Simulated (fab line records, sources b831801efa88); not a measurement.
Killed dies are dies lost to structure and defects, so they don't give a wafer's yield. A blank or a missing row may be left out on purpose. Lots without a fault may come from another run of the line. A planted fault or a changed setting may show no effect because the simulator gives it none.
Which tool did it? | flow sky130 | 12 lots, 36 wafers sampled, at 5 steps of a route of 708

WHAT THE GAUGES READ, wafer by wafer
SKY_METAL1_CD_MEAS_15: target cd 140 nm.
lot  | measured     | on        | cd_nm (nm)
L136 | day 33 05:08 | cd_sem-01 | 141.2 141.2 141.2
L137 | day 33 15:52 | cd_sem-02 | 138.1 138.6 137.8
L139 | day 34 04:29 | cd_sem-02 | 140.1 140.5 140.3
L140 | day 34 13:23 | cd_sem-01 | 142.8 142.9 141.7
L142 | day 35 16:47 | cd_sem-02 | 139.5 139.0 139.3
L144 | day 36 03:34 | cd_sem-02 | 138.3 137.8 138.6
L145 | day 36 13:52 | cd_sem-01 | 136.4 138.6 137.2
L146 | day 36 18:04 | cd_sem-02 | 143.0 141.2 142.5
L147 | day 37 04:25 | cd_sem-01 | 139.8 138.7 140.2
L149 | day 37 17:35 | cd_sem-02 | 140.3 138.5 139.5
L154 | day 39 07:29 | cd_sem-01 | 139.9 138.9 141.5
L158 | day 40 16:38 | cd_sem-02 | 139.7 140.0 139.0

SKY_VIA2_THK_MEAS_01.
lot  | measured     | on            | VIA2_HDPCVD_THK (nm)
L136 | day 35 15:14 | film_metro-02 | 1179 1164 1183
L137 | day 36 01:53 | film_metro-02 | 1160 1151 1167
L139 | day 36 14:38 | film_metro-01 | 1188 1173 1174
L140 | day 36 22:17 | film_metro-01 | 1171 1179 1189
L142 | day 38 03:05 | film_metro-01 | 1180 1189 1168
L144 | day 38 13:13 | film_metro-04 | 1197 1186 1174
L145 | day 39 00:15 | film_metro-02 | 1190 1196 1192
L146 | day 39 02:47 | film_metro-02 | 1181 1173 1166
L147 | day 39 12:56 | film_metro-02 | 1197 1180 1184
L149 | day 40 00:14 | film_metro-04 | 1168 1186 1184
L154 | day 41 13:36 | film_metro-01 | 1180 1172 1164
L158 | day 42 21:12 | film_metro-01 | 1565 1581 1189

SKY_CAPM_THK_MEAS_01.
lot  | measured     | on            | CAPM_CVD_00_THK (nm)
L136 | day 36 20:08 | film_metro-03 | 15.16 15.31 15.31
L137 | day 37 07:04 | film_metro-03 | 15.41 15.22 15.77
L139 | day 37 19:58 | film_metro-01 | 15.78 16.14 15.90
L140 | day 38 02:49 | film_metro-04 | 15.42 15.78 15.74
L142 | day 39 07:18 | film_metro-03 | 15.66 15.90 15.70
L144 | day 39 17:25 | film_metro-03 | 15.54 15.56 15.84
L145 | day 40 03:37 | film_metro-01 | 15.29 15.57 15.42
L146 | day 40 06:02 | film_metro-01 | 15.68 15.87 15.73
L147 | day 40 16:08 | film_metro-01 | 15.74 15.83 15.75
L149 | day 41 03:28 | film_metro-04 | 15.44 15.26 15.62
L154 | day 42 16:03 | film_metro-04 | 15.61 15.78 15.58
L158 | day 43 21:39 | film_metro-01 | 15.93 15.91 15.73

WHICH TOOL RAN EACH LOT (tool, then ch and the chambers of the sampled wafers, then the start)
lot  | SKY_VIA2_HDPCVD_00               | SKY_METAL3_SPUTTER_02
L136 | hdpcvd-01 ch 0,2, day 35 15:06   | pvd_sputter-04, day 36 20:00
L137 | hdpcvd-01 ch 0,1,2, day 36 01:45 | pvd_sputter-04, day 37 06:56
L139 | hdpcvd-02 ch 0,1,2, day 36 14:30 | pvd_sputter-01, day 37 19:50
L140 | hdpcvd-02 ch 0,1, day 36 22:08   | pvd_sputter-01, day 38 02:41
L142 | hdpcvd-02 ch 0,1,2, day 38 02:59 | pvd_sputter-03, day 39 07:08
L144 | hdpcvd-01 ch 0,1, day 38 13:05   | pvd_sputter-01, day 39 17:17
L145 | hdpcvd-02 ch 0,2, day 39 00:08   | pvd_sputter-01, day 40 03:29
L146 | hdpcvd-02 ch 0,1, day 39 02:39   | pvd_sputter-04, day 40 05:53
L147 | hdpcvd-01 ch 0,1,2, day 39 12:48 | pvd_sputter-04, day 40 16:00
L149 | hdpcvd-01 ch 0,1,2, day 40 00:06 | pvd_sputter-01, day 41 03:19
L154 | hdpcvd-01 ch 1,2, day 41 13:24   | pvd_sputter-03, day 42 15:54
L158 | hdpcvd-01 ch 0,1,2, day 42 21:07 | pvd_sputter-04, day 43 21:29
- SKY_VIA2_HDPCVD_00: deposits SiO2, target thk 1180 nm, time 196.7 s.
- SKY_METAL3_SPUTTER_02: material AlCu, target thk 735 nm, time 39.1 s.

WHAT THE TOOLS THEMSELVES READ (means of the sampled wafers that have a number; where no wafer has one, the mark that the record gives instead)
SKY_VIA2_HDPCVD_00.
lot  | tool      | sih4_flow_sccm (sccm)
L136 | hdpcvd-01 | 60.07
L137 | hdpcvd-01 | 59.80
L139 | hdpcvd-02 | 59.93
L140 | hdpcvd-02 | 59.96
L142 | hdpcvd-02 | 60.18
L144 | hdpcvd-01 | 60.06
L145 | hdpcvd-02 | 59.86
L146 | hdpcvd-02 | 60.16
L147 | hdpcvd-01 | 59.99
L149 | hdpcvd-01 | 60.13
L154 | hdpcvd-01 | 60.05
L158 | hdpcvd-01 | 60.03

SKY_METAL3_SPUTTER_02.
lot  | tool           | throttle_valve_pct (%)
L136 | pvd_sputter-04 | 29.3
L137 | pvd_sputter-04 | 29.5
L139 | pvd_sputter-01 | 29.7
L140 | pvd_sputter-01 | 30.5
L142 | pvd_sputter-03 | 30.1
L144 | pvd_sputter-01 | 30.0
L145 | pvd_sputter-01 | 30.5
L146 | pvd_sputter-04 | 29.9
L147 | pvd_sputter-04 | 29.1
L149 | pvd_sputter-01 | 30.1
L154 | pvd_sputter-03 | 30.3
L158 | pvd_sputter-04 | 29.8

THE ANSWER, worked out from the rows above alone
Rule: what is usual is taken from the lots themselves. Put in order of their means at a reading, lots are off if they are a third of the lots or fewer, leave a main group of 4 or more, and stand apart from it by a gap of 3 or more times the standard deviation of the main group's means; of several such gaps the widest counts. A main group whose means are all the same, to the digits that the tables above print for the reading, isn't used. A lot without any number at a reading at which 4 lots or more have one is off too. The other lots that the step has rows for count as sound. The gauges are gone through in route order, then the tools' own readings, and for those a lot's mean is taken as printed above. The first step at which some lot is off is used, and at that step the reading that is off furthest; a lot without a number counts as furthest.
Off: L158, at SKY_VIA2_THK_MEAS_01 (VIA2_HDPCVD_THK). The main group: mean 1178 nm, standard deviation 8.4.
A tool fits if, at a process step before that reading, it ran every lot that is off, and no sound lot after the first of them. The gauges at SKY_VIA2_THK_MEAS_01 are tried like those tools. Can't be told from this: 2 tools fit, hdpcvd-01 at SKY_VIA2_HDPCVD_00, film_metro-01 at SKY_VIA2_THK_MEAS_01.

WHAT THE SIMULATOR HAD PUT IN
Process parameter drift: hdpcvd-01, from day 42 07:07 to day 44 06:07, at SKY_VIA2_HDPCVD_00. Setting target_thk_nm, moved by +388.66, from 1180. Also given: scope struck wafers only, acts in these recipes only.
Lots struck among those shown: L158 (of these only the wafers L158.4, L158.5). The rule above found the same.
